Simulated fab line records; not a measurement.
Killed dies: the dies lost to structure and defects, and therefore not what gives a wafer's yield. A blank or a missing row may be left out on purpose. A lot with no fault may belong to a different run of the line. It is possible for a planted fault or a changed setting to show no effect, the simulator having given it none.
Which tool did it? :: flow gf180mcu :: 12 lots with 36 wafers sampled at 5 steps, on a route of 602 steps

## WHAT EACH GAUGE READ, for each wafer
GF_M4_OVL_MEAS_15. Usual: M4_OVL gives -4 nm (standard deviation 5.2).
lot: L551
measured: day 23 05:33
on: overlay-01
M4_OVL (nm): 1 0 -5
flag: 

lot: L555
measured: day 24 16:31
on: overlay-02
M4_OVL (nm): 1 -7 -3
flag: 

lot: L558
measured: day 25 20:22
on: overlay-02
M4_OVL (nm): -3 0 -4
flag: 

lot: L560
measured: day 26 07:41
on: overlay-01
M4_OVL (nm): -8 -2 -5
flag: 

lot: L561
measured: day 26 22:08
on: overlay-02
M4_OVL (nm): -2 -6 -7
flag: 

lot: L562
measured: day 27 00:33
on: overlay-01
M4_OVL (nm): -7 -12 -9
flag: 

lot: L565
measured: day 28 06:33
on: overlay-02
M4_OVL (nm): 0 -4 -5
flag: 

lot: L569
measured: day 29 09:07
on: overlay-01
M4_OVL (nm): -8 -8 -11
flag: 

lot: L571
measured: day 29 19:01
on: overlay-02
M4_OVL (nm): -7 -6 -4
flag: 

lot: L572
measured: day 30 03:42
on: overlay-01
M4_OVL (nm): -3 1 0
flag: 

lot: L573
measured: day 30 10:01
on: overlay-02
M4_OVL (nm): -4 1 -2
flag: 

lot: L574
measured: day 30 15:48
on: overlay-01
M4_OVL (nm): -4 -4 -1
flag: 

GF_V4_THK_MEAS_03. Usual: V4_CVD_02_THK gives 852 nm (standard deviation 13).
lot: L551
measured: day 23 06:47
on: film-metro-02
V4_CVD_02_THK (nm): 841 848 869
flag: 

lot: L555
measured: day 24 17:27
on: film-metro-04
V4_CVD_02_THK (nm): 829 833 842
flag: 

lot: L558
measured: day 25 21:24
on: film-metro-01
V4_CVD_02_THK (nm): 858 864 865
flag: 

lot: L560
measured: day 26 08:38
on: film-metro-02
V4_CVD_02_THK (nm): 835 848 852
flag: 

lot: L561
measured: day 26 23:05
on: film-metro-02
V4_CVD_02_THK (nm): 845 866 825
flag: 

lot: L562
measured: day 27 01:26
on: film-metro-04
V4_CVD_02_THK (nm): 835 848 855
flag: 

lot: L565
measured: day 28 07:26
on: film-metro-01
V4_CVD_02_THK (nm): 806 853 819
flag: 

lot: L569
measured: day 29 09:59
on: film-metro-01
V4_CVD_02_THK (nm): 849 825 836
flag: 

lot: L571
measured: day 29 20:19
on: film-metro-02
V4_CVD_02_THK (nm): 858 839 867
flag: 

lot: L572
measured: day 30 04:38
on: film-metro-04
V4_CVD_02_THK (nm): 847 834 856
flag: 

lot: L573
measured: day 30 10:53
on: film-metro-04
V4_CVD_02_THK (nm): 848 854 852
flag: 

lot: L574
measured: day 30 16:43
on: film-metro-02
V4_CVD_02_THK (nm): 845 814 831
flag: 

## WHAT TOOL EACH LOT RAN ON (gives the tool, then ch and the chambers of the sampled wafers, and finally the start)
lot: L551
GF_V3_SPUTTER_21: pvd-sputter-03, day 22 05:18
GF_M4_SPUTTER_03: pvd-sputter-04, day 22 06:09
GF_V4_CVD_02: pecvd-01 ch 1,2, day 23 06:43

lot: L555
GF_V3_SPUTTER_21: pvd-sputter-02, day 23 17:43
GF_M4_SPUTTER_03: pvd-sputter-01, day 23 18:34
GF_V4_CVD_02: pecvd-02 ch 1,2, day 24 17:21

lot: L558
GF_V3_SPUTTER_21: pvd-sputter-02, day 24 22:13
GF_M4_SPUTTER_03: pvd-sputter-01, day 24 23:04
GF_V4_CVD_02: pecvd-01 ch 0,1, day 25 21:17

lot: L560
GF_V3_SPUTTER_21: pvd-sputter-02, day 25 09:42
GF_M4_SPUTTER_03: pvd-sputter-04, day 25 10:34
GF_V4_CVD_02: pecvd-01 ch 0,1, day 26 08:32

lot: L561
GF_V3_SPUTTER_21: pvd-sputter-03, day 26 00:37
GF_M4_SPUTTER_03: pvd-sputter-01, day 26 01:28
GF_V4_CVD_02: pecvd-01 ch 0,1, day 26 22:59

lot: L562
GF_V3_SPUTTER_21: pvd-sputter-01, day 26 03:13
GF_M4_SPUTTER_03: pvd-sputter-04, day 26 04:05
GF_V4_CVD_02: pecvd-02 ch 0,2, day 27 01:22

lot: L565
GF_V3_SPUTTER_21: pvd-sputter-01, day 27 09:22
GF_M4_SPUTTER_03: pvd-sputter-03, day 27 10:13
GF_V4_CVD_02: pecvd-01 ch 0,1, day 28 07:22

lot: L569
GF_V3_SPUTTER_21: pvd-sputter-03, day 28 12:52
GF_M4_SPUTTER_03: pvd-sputter-03, day 28 13:51
GF_V4_CVD_02: pecvd-02 ch 0,1,2, day 29 09:55

lot: L571
GF_V3_SPUTTER_21: pvd-sputter-03, day 28 22:54
GF_M4_SPUTTER_03: pvd-sputter-04, day 28 23:45
GF_V4_CVD_02: pecvd-02 ch 0,1, day 29 20:15

lot: L572
GF_V3_SPUTTER_21: pvd-sputter-01, day 29 08:02
GF_M4_SPUTTER_03: pvd-sputter-01, day 29 08:59
GF_V4_CVD_02: pecvd-03 ch 0,2, day 30 04:34

lot: L573
GF_V3_SPUTTER_21: pvd-sputter-03, day 29 14:34
GF_M4_SPUTTER_03: pvd-sputter-01, day 29 15:25
GF_V4_CVD_02: pecvd-03 ch 0,1,2, day 30 10:49

lot: L574
GF_V3_SPUTTER_21: pvd-sputter-01, day 29 20:26
GF_M4_SPUTTER_03: pvd-sputter-04, day 29 21:17
GF_V4_CVD_02: pecvd-02 ch 0,1, day 30 16:38
- GF_V3_SPUTTER_21: material Ti, target thk 15 nm, time 80.02 s.
- GF_M4_SPUTTER_03: material Ti, target thk 10 nm, time 6.439 s.
- GF_V4_CVD_02: deposits SiO2 from TEOS, target thk 850 nm, time 94.851 s.

## AS READ BY THE TOOLS THEMSELVES (means over the sampled wafers that have a number; for cases with no such wafer, the mark the record gives instead)
GF_V3_SPUTTER_21. Usual: throttle-valve-pct at 30.3 %, with a standard deviation of 0.99.
lot: L551
tool: pvd-sputter-03
throttle-valve-pct (%): 30.8
flag: 

lot: L555
tool: pvd-sputter-02
throttle-valve-pct (%): 30.3
flag: 

lot: L558
tool: pvd-sputter-02
throttle-valve-pct (%): 29.9
flag: 

lot: L560
tool: pvd-sputter-02
throttle-valve-pct (%): 30.3
flag: 

lot: L561
tool: pvd-sputter-03
throttle-valve-pct (%): 29.4
flag: 

lot: L562
tool: pvd-sputter-01
throttle-valve-pct (%): 30.4
flag: 

lot: L565
tool: pvd-sputter-01
throttle-valve-pct (%): 30.0
flag: 

lot: L569
tool: pvd-sputter-03
throttle-valve-pct (%): 30.5
flag: 

lot: L571
tool: pvd-sputter-03
throttle-valve-pct (%): 30.2
flag: 

lot: L572
tool: pvd-sputter-01
throttle-valve-pct (%): 31.0
flag: 

lot: L573
tool: pvd-sputter-03
throttle-valve-pct (%): 30.6
flag: 

lot: L574
tool: pvd-sputter-01
throttle-valve-pct (%): 30.1
flag: 

GF_M4_SPUTTER_03. Usual: throttle-valve-pct at 30.1 %, with a standard deviation of 1.
lot: L551
tool: pvd-sputter-04
throttle-valve-pct (%): 29.2
flag: 

lot: L555
tool: pvd-sputter-01
throttle-valve-pct (%): 30.4
flag: 

lot: L558
tool: pvd-sputter-01
throttle-valve-pct (%): 29.6
flag: 

lot: L560
tool: pvd-sputter-04
throttle-valve-pct (%): 29.2
flag: 

lot: L561
tool: pvd-sputter-01
throttle-valve-pct (%): 29.6
flag: 

lot: L562
tool: pvd-sputter-04
throttle-valve-pct (%): 29.1
flag: 

lot: L565
tool: pvd-sputter-03
throttle-valve-pct (%): 30.7
flag: 

lot: L569
tool: pvd-sputter-03
throttle-valve-pct (%): 30.4
flag: 

lot: L571
tool: pvd-sputter-04
throttle-valve-pct (%): 29.9
flag: 

lot: L572
tool: pvd-sputter-01
throttle-valve-pct (%): 29.9
flag: 

lot: L573
tool: pvd-sputter-01
throttle-valve-pct (%): 31.1
flag: 

lot: L574
tool: pvd-sputter-04
throttle-valve-pct (%): 29.5
flag: 

GF_V4_CVD_02. Usual: heater-power-w 671 W, standard deviation 100; rf-fwd-power-W 596.6 W, standard deviation 2.4; susceptor-temp-C 400.00 C, standard deviation 0.2.
lot: L551
tool: pecvd-01
heater-power-w (W): 596
rf-fwd-power-W (W): 597.6
susceptor-temp-C (C): 399.88
flag: 

lot: L555
tool: pecvd-02
heater-power-w (W): 633
rf-fwd-power-W (W): 598.2
susceptor-temp-C (C): 399.77
flag: 

lot: L558
tool: pecvd-01
heater-power-w (W): 605
rf-fwd-power-W (W): 596.1
susceptor-temp-C (C): 399.87
flag: 

lot: L560
tool: pecvd-01
heater-power-w (W): 605
rf-fwd-power-W (W): 595.8
susceptor-temp-C (C): 399.68
flag: 

lot: L561
tool: pecvd-01
heater-power-w (W): 628
rf-fwd-power-W (W): 566.2
susceptor-temp-C (C): 400.03
flag: OFF

lot: L562
tool: pecvd-02
heater-power-w (W): 861
rf-fwd-power-W (W): 596.5
susceptor-temp-C (C): 400.15
flag: 

lot: L565
tool: pecvd-01
heater-power-w (W): 632
rf-fwd-power-W (W): 533.0
susceptor-temp-C (C): 400.16
flag: OFF

lot: L569
tool: pecvd-02
heater-power-w (W): 707
rf-fwd-power-W (W): 596.0
susceptor-temp-C (C): 400.03
flag: 

lot: L571
tool: pecvd-02
heater-power-w (W): 752
rf-fwd-power-W (W): 598.6
susceptor-temp-C (C): 400.07
flag: 

lot: L572
tool: pecvd-03
heater-power-w (W): 832
rf-fwd-power-W (W): 597.6
susceptor-temp-C (C): 399.88
flag: 

lot: L573
tool: pecvd-03
heater-power-w (W): 747
rf-fwd-power-W (W): 593.9
susceptor-temp-C (C): 399.96
flag: 

lot: L574
tool: pecvd-02
heater-power-w (W): 650
rf-fwd-power-W (W): 596.1
susceptor-temp-C (C): 399.90
flag: 

## THE ANSWER, worked out from the rows above alone
Rule: take the mean of a lot's wafers that have a number; if it is more than 3 standard deviations from the usual mean, the lot is off. Also off: a lot with no number at a reading for which 4 or more lots have one. The other lots that the step has rows for count as sound. Order of review: gauges by route order, followed by the tools' own readings, for which a lot's mean as printed above is used. At the first step where some lot is off, the reading lying furthest off is the one used; lots without a number count as furthest.
Off: L561, L565, at GF_V4_CVD_02 (rf-fwd-power-W).
A tool fits if, at that step or a process step before it, it ran every lot that is off, and no sound lot after the first of them. One fits: pecvd-01 at GF_V4_CVD_02. A fault onset in the window from L560 (day 26 08:32, its last sound lot) to L561 (day 26 22:59, its first lot off) fits.
The tool's own readings at GF_V4_CVD_02 bear it out: on the lots that are off they differ by more than 5 times the standard deviation of the sound lots' means. rf-fwd-power-W reads 549.6 W there against 596.6 W on the sound lots.

## WHAT WAS PUT IN BY THE SIMULATOR
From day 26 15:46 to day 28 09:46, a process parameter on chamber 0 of pecvd-01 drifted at GF_V4_CVD_02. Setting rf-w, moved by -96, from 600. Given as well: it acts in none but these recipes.
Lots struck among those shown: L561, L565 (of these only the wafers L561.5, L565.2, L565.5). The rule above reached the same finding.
